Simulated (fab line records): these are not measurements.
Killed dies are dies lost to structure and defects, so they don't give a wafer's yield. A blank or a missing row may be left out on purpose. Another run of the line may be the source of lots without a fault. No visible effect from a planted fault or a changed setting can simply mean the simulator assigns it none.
fab line records	flow sky130
record lots=11	wafers=32	last_day=50
route steps=708 shown POLY_CUT@317 SD_P@330 LI_CONTACT@362 PAD_OPEN@708
lots that met no fault: from a run of the same line without faults
start_h: start of the lot's first displayed wafer, in hours after the record's first day	wait_h: hours since the lot's step before	" identical to the entry in the row above	L1.1+2: a single row standing in for several wafers	- no value, or no start was given	* or withheld: withheld	< > ~ a bound
route shown NAME@n: a module of which the file shows steps, and the number in the route of the first	usual: average and standard deviation across the fault-free wafers	same: alike in all rows	chamber/n: place in a boat	sites: the reading at each site	_std_site: the values' standard deviation	_edge_site: mean of outer sites minus mean of inner sites	radius_mm: how far each site lies from the wafer's centre	mask NAME#n: copy n	behind: tool/chamber where the wafer was last shaped	hold: what put the lot on hold/how long, in hours/how the hold closed	device: the transistor (n, p or np) that didn't switch	end of line: the same wafers' tests at the end of the route	a step given without rows: its recipe and nothing more	killed: count of dies lost to structure and defects at first sort (not the wafer's yield)	map: a wafer's dies, x killed, . not, _ none there
set.NAME: setting as actually run; set.NAME@STEP: the setting as run at that earlier step	model.NAME: the simulator's own value behind a step, which no gauge read
a sample of lots followed through the steps of the route, with each step as a table and each wafer as a row
services: when a tool's chamber went out of use (start_h, in hours from the record's first day, below 0 if earlier), for how many hours, and the reason
## steps
# step SKY_POLY_CUT_ETCH_10
# recipe chemistry=N2/H2	target=BARC	ion_energy_ev=200	source_w=500	bias_w=100	pressure_mtorr=30	n2_flow_sccm=100	h2_flow_sccm=200	stop_on=SiO2	time_s=45.9	target_depth_a=600
# usual drypump_motor_current_A=5.5/0.44	oes_product_au=0.855/0.0049	throttle_valve_pct=13.224/0.0095
lot.wafer	tool	chamber	start_h	wait_h	drypump_motor_current_A	oes_product_au	rf_hours_counter_h	throttle_valve_pct
L253.1	rie_diel-04	0	581.11	0.0	5.9	0.855	3	13.210
L253.4	"	1	"	"	5.9	0.856	-	13.213
L254.2	rie_diel-03	2	590.91	0.0	5.9	0.852	17	13.218
L254.3	"	1	"	"	4.7	0.851	43	13.238
L254.4	"	2	"	"	5.9	0.848	-	13.226
L255.1	rie_diel-03	1	604.71	0.0	4.7	0.865	43	13.222
L255.4	"	2	"	"	6.0	0.855	18	13.231
L255.5	"	0	"	"	5.1	0.852	-	13.231
L263.2	rie_diel-04	0	667.56	0.0	5.9	0.855	4	13.232
L263.3	"	2	"	"	5.3	0.843	29	13.225
L263.5	"	2	"	"	5.2	0.847	-	13.230
L266.2	rie_diel-04	3	688.34	0.0	6.0	0.859	2	13.221
L266.4	"	0	"	"	5.9	0.857	-	13.228
L266.6	"	2	"	"	5.3	0.860	-	13.228
L267.1	rie_diel-03	3	702.26	0.0	5.8	0.852	15	13.226
L267.5	"	3	"	"	5.8	0.854	-	13.221
L267.6	"	2	"	"	5.9	0.857	-	13.215
L269.2	rie_diel-04	3	717.54	0.0	6.0	0.860	2	13.230
L269.3	"	1	"	"	5.9	0.845	0	13.227
L269.5	"	3	"	"	6.0	0.858	-	13.227
L270.1	rie_diel-04	0	723.69	0.0	5.9	0.857	5	13.223
L270.3	"	1	"	"	5.8	0.860	0	13.198
L270.6	"	3	"	"	6.0	0.853	-	13.228
L271.1	rie_diel-02	1	741.26	0.0	5.9	0.858	4	13.237
L271.4	"	3	"	"	5.2	0.848	7	13.203
L271.5	"	3	"	"	5.2	0.851	-	13.217
L272.3	rie_diel-03	1	742.89	0.0	4.7	0.855	46	13.217
L272.5	"	1	"	"	4.7	0.852	-	13.234
L272.6	"	2	"	"	6.0	0.861	-	13.228
L273.1	rie_diel-03	0	750.86	0.0	5.1	0.856	4	13.226
L273.3	"	2	"	"	5.9	0.849	21	13.212
L273.5	"	3	"	"	5.8	0.850	-	13.201
# step SKY_POLY_CUT_ETCH_11
# recipe target=Si3N4	chemistry=CF4/CH2F2/Ar	stop_on=poly-Si	source_w=600	bias_w=150	pressure_mtorr=40	cf4_flow_sccm=40	ch2f2_flow_sccm=20	Ar_flow_sccm=150	time_s=42.5	target_depth_a=600
# usual drypump_motor_current_A=5.5/0.45	oes_product_au=0.831/0.0065	throttle_valve_pct=14.995/0.0092
lot.wafer	tool	chamber	start_h	wait_h	drypump_motor_current_A	oes_product_au	rf_hours_counter_h	throttle_valve_pct
L253.1	rie_diel-04	0	581.15	0.0	5.9	0.837	3	14.988
L253.4	"	1	"	"	5.9	0.837	-	15.016
L254.2	rie_diel-03	2	590.95	0.0	5.9	0.834	17	15.001
L254.3	"	1	"	"	4.7	0.827	43	14.990
L254.4	"	2	"	"	6.0	0.822	-	14.994
L255.1	rie_diel-03	1	604.75	0.0	4.7	0.826	43	14.992
L255.4	"	2	"	"	5.9	0.831	18	14.995
L255.5	"	0	"	"	5.1	0.830	-	15.006
L263.2	rie_diel-04	0	667.60	0.0	6.0	0.824	4	15.001
L263.3	"	2	"	"	5.2	0.833	29	14.996
L263.5	"	2	"	"	5.2	0.829	-	14.989
L266.2	rie_diel-04	3	688.38	0.0	6.1	0.831	2	14.997
L266.4	"	0	"	"	5.9	0.830	-	14.996
L266.6	"	2	"	"	5.3	0.839	-	15.005
L267.1	rie_diel-03	3	702.30	0.0	5.9	0.834	15	15.010
L267.5	"	3	"	"	5.8	0.824	-	14.969
L267.6	"	2	"	"	5.9	0.829	-	14.988
L269.2	rie_diel-04	3	717.58	0.0	6.0	0.826	2	14.982
L269.3	"	1	"	"	5.9	0.830	0	14.994
L269.5	"	3	"	"	6.0	0.821	-	14.987
L270.1	rie_diel-04	0	723.73	0.0	5.9	0.830	5	14.986
L270.3	"	1	"	"	5.9	0.831	0	14.987
L270.6	"	3	"	"	6.0	0.830	-	14.986
L271.1	rie_diel-02	1	741.30	0.0	5.9	0.829	4	15.006
L271.4	"	3	"	"	5.2	0.823	7	14.997
L271.5	"	3	"	"	5.2	0.832	-	15.003
L272.3	rie_diel-03	1	742.93	0.0	4.7	0.837	46	14.982
L272.5	"	1	"	"	4.7	0.836	-	14.988
L272.6	"	2	"	"	6.0	0.835	-	14.992
L273.1	rie_diel-03	0	750.91	0.0	5.1	0.832	4	14.994
L273.3	"	2	"	"	5.9	0.842	21	14.987
L273.5	"	3	"	"	5.9	0.830	-	15.008
# step SKY_SD_P_STRIP_10
# recipe chemistry=O2/N2	power_w=1400	pressure_mtorr=1500	platen_temp_c=withheld	o2_flow_sccm=3000	n2_flow_sccm=300	overash_fraction=0.5
# usual drypump_motor_current_A=5.4/0.52	oes_product_au=0.617/0.0045	strip_time_to_endpoint_s=17.50/0.037
lot.wafer	tool	chamber	start_h	wait_h	drypump_motor_current_A	oes_product_au	rf_hours_counter_h	strip_time_to_endpoint_s
L253.1	plasma_asher-02	0	610.51	0.1	6.0	0.619	80	17.50
L253.4	"	0	"	"	6.0	0.618	-	17.45
L254.2	plasma_asher-01	0	619.92	0.1	5.2	0.620	19	17.50
L254.3	"	1	"	"	6.1	0.622	-	17.48
L254.4	"	0	"	"	5.2	0.616	-	17.46
L255.1	plasma_asher-02	1	634.26	0.1	4.8	0.613	82	17.46
L255.4	"	0	"	"	6.0	0.611	-	17.46
L255.5	"	0	"	"	6.1	0.622	-	17.52
L263.2	plasma_asher-02	0	695.82	0.1	6.0	0.613	89	17.48
L263.3	"	0	"	"	6.1	0.614	-	17.46
L263.5	"	1	"	"	4.8	0.614	-	17.50
L266.2	plasma_asher-04	0	716.81	0.1	5.6	0.621	99	17.53
L266.4	"	1	"	"	5.0	0.622	-	17.53
L266.6	"	0	"	"	5.6	0.610	-	17.52
L267.1	plasma_asher-02	0	730.62	0.1	6.0	0.619	92	17.50
L267.5	"	0	"	"	6.0	0.620	-	17.51
L267.6	"	1	"	"	4.8	0.619	-	17.53
L269.2	plasma_asher-01	1	745.17	0.1	6.0	0.619	33	17.42
L269.3	"	0	"	"	5.2	0.624	-	17.43
L269.5	"	1	"	"	6.1	0.618	-	17.42
L270.1	plasma_asher-04	0	750.77	0.1	5.6	0.632	1	17.51
L270.3	"	1	"	"	5.0	0.618	-	17.46
L270.6	"	0	"	"	5.6	0.611	-	17.56
L271.1	plasma_asher-01	0	768.46	0.1	5.2	0.620	35	17.49
L271.4	"	0	"	"	5.2	0.628	-	17.49
L271.5	"	0	"	"	5.2	0.615	-	17.46
L272.3	plasma_asher-04	0	769.40	0.1	5.6	0.623	-	17.49
L272.5	"	0	"	"	5.6	0.614	-	17.47
L272.6	"	1	"	"	5.0	0.622	-	17.46
L273.1	plasma_asher-04	1	777.31	0.1	5.0	0.610	3	17.55
L273.3	"	1	"	"	5.0	0.617	-	17.54
L273.5	"	1	"	"	5.0	0.621	-	17.58
# step SKY_LI_CONTACT_HDPCVD_00
# recipe material=PSG	target_thk_nm=930	sigma_open_frac=0.3	time_s=155	temp_c=600	sih4_flow_sccm=60	pressure_mtorr=6
lot.wafer	tool	chamber	start_h	wait_h
L253.1+4	hdpcvd-02	0,1	669.50	0.0
L254.2+3+4	hdpcvd-02	1,2,2	678.75	0.0
L255.1+4+5	hdpcvd-02	0,0,2	692.17	0.0
L263.2+3+5	hdpcvd-01	0,1,2	751.98	0.0
L266.2+4+6	hdpcvd-02	0,2,1	773.09	0.0
L267.1+5+6	hdpcvd-02	2,1,0	784.90	0.0
L269.2+3+5	hdpcvd-02	2,1,2	799.51	0.0
L270.1+3+6	hdpcvd-02	2,0,2	803.96	0.0
L271.1+4+5	hdpcvd-01	0,0,1	822.63	0.0
L272.3+5+6	hdpcvd-01	2,2,1	824.50	0.0
L273.1+3+5	hdpcvd-01	2,1,2	830.32	0.0
# step SKY_LI_CONTACT_THK_MEAS_01
# recipe reads=PSG_of_LI_CONTACT_HDPCVD_00
# usual LI_CONTACT_HDPCVD_THK=929/7.7
lot.wafer	tool	chamber	start_h	wait_h	LI_CONTACT_HDPCVD_THK[nm]
L253.1	film_metro-04	-	669.61	0.1	934
L253.4	"	-	"	"	437
L254.2	film_metro-04	-	678.86	0.1	923
L254.3	"	-	"	"	911
L254.4	"	-	"	"	423
L255.1	film_metro-02	-	692.27	0.1	942
L255.4	"	-	"	"	444
L255.5	"	-	"	"	945
L263.2	film_metro-02	-	752.09	0.1	928
L263.3	"	-	"	"	935
L263.5	"	-	"	"	925
L266.2	film_metro-03	-	773.20	0.1	926
L266.4	"	-	"	"	918
L266.6	"	-	"	"	940
L267.1	film_metro-02	-	785.00	0.1	927
L267.5	"	-	"	"	932
L267.6	"	-	"	"	928
L269.2	film_metro-02	-	799.62	0.1	940
L269.3	"	-	"	"	935
L269.5	"	-	"	"	929
L270.1	film_metro-03	-	804.06	0.1	923
L270.3	"	-	"	"	916
L270.6	"	-	"	"	915
L271.1	film_metro-03	-	822.73	0.1	929
L271.4	"	-	"	"	923
L271.5	"	-	"	"	924
L272.3	film_metro-04	-	824.63	0.1	925
L272.5	"	-	"	"	921
L272.6	"	-	"	"	923
L273.1	film_metro-03	-	830.42	0.1	920
L273.3	"	-	"	"	925
L273.5	"	-	"	"	936
# step SKY_LI_CONTACT_CMP_02
# recipe material=PSG	down_force_psi=4	platen_rpm=60	pad_velocity_m_s=0.94248
# usual motor_current_A=10.8/1.2	time_to_endpoint_s=33.7/2.4
lot.wafer	tool	chamber	start_h	wait_h	motor_current_A	time_to_endpoint_s
L253.4	cmp-02	1	669.72	0.1	13.0	13.6
L253.1	"	2	"	"	11.3	28.7
L254.4	cmp-01	2	678.96	0.1	9.0	14.9
L254.2	"	3	"	"	11.5	32.7
L254.3	"	0	"	"	10.1	28.8
L255.1	cmp-02	0	692.33	0.1	9.4	29.8
L255.4	"	2	"	"	11.3	16.5
L255.5	"	0	"	"	9.5	31.8
L263.2	cmp-01	1	752.14	0.0	11.1	35.5
L263.3	"	0	"	"	10.4	35.8
L263.5	"	2	"	"	8.6	34.9
L266.4	cmp-01	2	773.25	0.0	9.1	35.6
L266.2	"	3	"	"	11.6	35.4
L266.6	"	3	"	"	11.4	36.1
L267.1	cmp-01	2	785.16	0.1	9.2	34.1
L267.6	"	0	"	"	10.3	34.2
L267.5	"	1	"	"	11.7	39.6
L269.3	cmp-02	3	799.77	0.1	11.3	38.0
L269.2	"	0	"	"	8.7	32.5
L269.5	"	2	"	"	11.7	35.0
L270.3	cmp-01	1	804.12	0.0	11.7	35.8
L270.1	"	2	"	"	8.8	34.5
L270.6	"	1	"	"	11.7	32.8
L271.4	cmp-01	2	822.84	0.1	9.2	35.2
L271.1	"	3	"	"	10.9	35.6
L271.5	"	2	"	"	9.0	35.0
L272.3	cmp-02	0	824.82	0.2	9.4	31.0
L272.5	"	1	"	"	12.5	33.9
L272.6	"	2	"	"	10.8	32.2
L273.3	cmp-01	2	830.48	0.0	9.2	30.0
L273.1	"	0	"	"	9.7	29.3
L273.5	"	2	"	"	9.0	31.9
# step SKY_LI_CONTACT_ETCH_15
# recipe target=PSG	chemistry=C4F8/O2/Ar	stop_on=Si	taper_deg=4.15	mask_material=KrF-thick	source_w=1500	bias_w=1200	pressure_mtorr=40	c4f8_flow_sccm=withheld	O2_flow_sccm=6	Ar_flow_sccm=300	time_s=withheld	target_depth_a=6000
# usual oes_product_au=0.837/0.0047
lot.wafer	tool	chamber	start_h	wait_h	oes_product_au
L253.1	rie_diel-01	3	698.83	0.0	0.846
L253.4	"	1	"	"	0.706
L254.2	rie_diel-04	2	707.63	0.0	0.838
L254.3	"	3	"	"	0.831
L254.4	"	0	"	"	0.705
L255.1	rie_diel-04	0	720.66	0.0	0.831
L255.4	"	3	"	"	0.725
L255.5	"	0	"	"	0.836
L263.2	rie_diel-03	3	779.53	0.0	0.832
L263.3	"	2	"	"	0.842
L263.5	"	3	"	"	0.830
L266.2	rie_diel-03	0	799.40	0.0	0.834
L266.4	"	3	"	"	0.837
L266.6	"	2	"	"	0.846
L267.1	rie_diel-03	0	811.70	0.0	0.846
L267.5	"	1	"	"	0.842
L267.6	"	0	"	"	0.838
L269.2	rie_diel-03	3	826.64	0.0	0.828
L269.3	"	2	"	"	0.845
L269.5	"	3	"	"	0.832
L270.1	rie_diel-04	3	831.33	0.0	0.831
L270.3	"	1	"	"	0.842
L270.6	"	0	"	"	0.846
L271.1	rie_diel-04	2	849.11	0.0	0.844
L271.4	"	1	"	"	0.840
L271.5	"	1	"	"	0.841
L272.3	rie_diel-03	2	852.18	0.0	0.840
L272.5	"	3	"	"	0.840
L272.6	"	2	"	"	0.838
L273.1	rie_diel-01	2	857.21	0.0	0.829
L273.3	"	3	"	"	0.834
L273.5	"	3	"	"	0.832
# step SKY_PAD_OPEN_PROBE_99
# usual killed_at_M0_to_M3=42/7.7	killed_at_M4_up=3.1/1.9	killed_at_contacts=24/4.9	killed_at_front_end=15/4.6	killed_at_other=0.3/0.51	killed_dies=85/9.9	killed_open=47/7.1	killed_short=38/6.7
# same gross_dies=492	killed_at_back_side=0
lot.wafer	tool	chamber	start_h	wait_h	killed_at_M0_to_M3	killed_at_M4_up	killed_at_contacts	killed_at_front_end	killed_at_other	killed_dies	killed_open	killed_short
L263.2	prober-02	-	1150.58	0.1	35	2	30	10	0	77	45	32
L263.3	prober-02	-	1150.63	0.2	32	0	30	18	1	81	47	34
L263.5	prober-02	-	1150.73	0.2	35	5	35	12	0	87	52	35
L266.2	prober-01	-	1166.01	0.1	48	2	28	13	0	91	46	45
L266.4	prober-01	-	1166.11	0.2	40	3	26	12	1	82	47	35
L266.6	prober-01	-	1166.21	0.2	31	1	29	16	0	77	41	36
L269.2	prober-02	-	1183.23	0.1	39	5	18	9	0	71	41	30
L269.3	prober-02	-	1183.28	0.2	45	8	23	13	1	90	51	39
L269.5	prober-02	-	1183.38	0.2	39	1	20	16	1	77	40	37
L273.1	prober-02	-	1199.15	0.1	39	3	25	14	0	81	48	33
L273.3	prober-02	-	1199.25	0.2	57	2	20	18	1	98	55	43
L273.5	prober-02	-	1199.35	0.2	32	3	26	19	0	80	44	36
# killed by level:class
L263.2 CONTACT:geometric_particle:open=14 VIA1:geometric_particle:open=11 CONTACT:geometric_particle:short=7 LI_CONTACT:geometric_particle:open=5 POLY_GATE:geometric_particle:open=4 VIA1:geometric_particle:short=4 VIA2:geometric_particle:short=4 LOCAL_INTERCONNECT:geometric_particle:short=3
L263.3 CONTACT:geometric_particle:open=13 LI_CONTACT:geometric_particle:open=8 POLY_GATE:geometric_particle:short=7 VIA1:geometric_particle:open=7 VIA3:geometric_particle:open=6 FIELD_ISO:geometric_particle:short=5 VIA2:geometric_particle:open=5 CONTACT:geometric_particle:short=5
L263.5 CONTACT:geometric_particle:open=15 VIA1:geometric_particle:open=10 LI_CONTACT:geometric_particle:open=6 CONTACT:geometric_particle:short=5 METAL1:geometric_particle:short=5 VIA2:geometric_particle:open=5 FIELD_ISO:geometric_particle:short=4 LI_CONTACT:geometric_particle:short=4
L266.2 VIA1:geometric_particle:open=9 VIA3:geometric_particle:open=9 LOCAL_INTERCONNECT:geometric_particle:short=7 CONTACT:geometric_particle:open=7 CONTACT:geometric_particle:short=7 VIA2:geometric_particle:open=7 LI_CONTACT:geometric_particle:open=6 METAL1:geometric_particle:short=6
L266.4 CONTACT:geometric_particle:open=11 VIA1:geometric_particle:open=9 POLY_GATE:geometric_particle:open=6 LI_CONTACT:geometric_particle:open=5 LOCAL_INTERCONNECT:geometric_particle:short=5 METAL1:geometric_particle:short=5 METAL2:geometric_particle:short=5 VIA3:geometric_particle:open=5
L266.6 CONTACT:geometric_particle:open=10 VIA1:geometric_particle:open=10 CONTACT:geometric_particle:short=8 VIA3:geometric_particle:open=8 FIELD_ISO:geometric_particle:open=5 VIA1:geometric_particle:short=5 LI_CONTACT:geometric_particle:open=4 METAL1:geometric_particle:short=4
L269.2 VIA1:geometric_particle:open=15 LI_CONTACT:geometric_particle:open=6 VIA1:geometric_particle:short=6 CONTACT:geometric_particle:open=5 VIA3:geometric_particle:open=5 CONTACT:geometric_particle:short=4 METAL4:geometric_particle:short=4 FIELD_ISO:geometric_particle:short=3
L269.3 VIA1:geometric_particle:open=9 CONTACT:geometric_particle:open=9 VIA1:geometric_particle:short=8 METAL2:geometric_particle:short=6 CONTACT:geometric_particle:short=5 LI_CONTACT:geometric_particle:open=5 VIA2:geometric_particle:open=5 VIA3:geometric_particle:open=5
L269.5 CONTACT:geometric_particle:open=9 POLY_GATE:geometric_particle:open=7 VIA1:geometric_particle:open=7 METAL1:geometric_particle:short=7 VIA1:geometric_particle:short=6 LI_CONTACT:geometric_particle:open=5 METAL3:geometric_particle:short=5 FIELD_ISO:geometric_particle:short=4
L273.1 CONTACT:geometric_particle:open=11 VIA2:geometric_particle:open=8 LI_CONTACT:geometric_particle:open=6 VIA1:geometric_particle:open=6 VIA3:geometric_particle:open=6 METAL1:geometric_particle:short=5 POLY_GATE:geometric_particle:open=4 FIELD_ISO:geometric_particle:open=3
L273.3 VIA1:geometric_particle:open=17 FIELD_ISO:geometric_particle:short=7 VIA2:geometric_particle:open=7 CONTACT:geometric_particle:open=6 VIA1:geometric_particle:short=6 METAL2:geometric_particle:short=6 VIA3:geometric_particle:open=6 LI_CONTACT:geometric_particle:open=5
L273.5 VIA1:geometric_particle:open=11 CONTACT:geometric_particle:open=10 LOCAL_INTERCONNECT:geometric_particle:short=5 VIA2:geometric_particle:open=4 FIELD_ISO:geometric_particle:open=4 LI_CONTACT:geometric_particle:open=4 CONTACT:geometric_particle:short=4 METAL2:geometric_particle:short=4
## services
tool	chamber	start_h	hours	kind
cmp-01	-	572.00	4.0	pm
rie_diel-04	-	574.66	0.3	repair
hdpcvd-02	-	608.15	6.0	pm
hdpcvd-02	-	650.75	15.0	pm
rie_diel-03	3	659.79	13.7	repair
hdpcvd-02	0	679.12	10.9	repair
rie_diel-04	-	687.82	0.4	repair
rie_diel-03	2	702.94	15.2	repair
hdpcvd-02	-	710.24	1.8	repair
rie_diel-04	1	724.53	7.1	repair
cmp-01	-	739.09	3.9	pm
rie_diel-04	-	741.37	1.6	repair
cmp-01	-	742.95	6.6	pm
rie_diel-04	1	743.63	12.5	repair
cmp-01	-	750.00	0.5	repair
rie_diel-03	-	762.35	2.8	pm
cmp-01	-	762.51	3.1	repair
rie_diel-04	2	772.95	5.6	repair
rie_diel-03	0	774.18	4.5	repair
rie_diel-03	-	787.55	0.2	repair
rie_diel-03	0	822.64	36.7	repair
hdpcvd-02	-	828.25	1.3	repair
rie_diel-04	2	849.82	5.8	repair
rie_diel-04	1	854.01	4.6	repair
## key
first_sign step=SKY_LI_CONTACT_THK_MEAS_01	reading=LI_CONTACT_HDPCVD_THK	direction=down	sigmas=64	usual=929	struck=435
effect step=SKY_LI_CONTACT_CMP_02	reading=time_to_endpoint_s	direction=down	sigmas=7.7	usual=*	struck=*
effect step=SKY_LI_CONTACT_ETCH_15	reading=oes_product_au	direction=down	sigmas=26	usual=0.837	struck=0.712
met_at SKY_LI_CONTACT_HDPCVD_00
struck_lots L253,L254,L255
struck_wafers L253.4,L254.4,L255.4
tester_left_out L253,L254,L255
not_acting_at SKY_POLY_CUT_ETCH_10,SKY_POLY_CUT_ETCH_11,SKY_SD_P_STRIP_10
fault kind=process_parameter_drift	tool=hdpcvd-02	chamber=-	onset_h=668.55	steps=SKY_LI_CONTACT_HDPCVD_00	channel=target_thk_nm	offset=-507.16	shape=step	end_h=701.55	scope=struck_wafers_only	acts_in=these_recipes_only	stated=930
# tester_left_out: of these lots the tester's yield and bins aren't shown, on N5 and GAA mostly nor the transistor test; their killed dies are dies lost to structure and defects alone, not to doping, threshold or leakage, so they don't give the yield
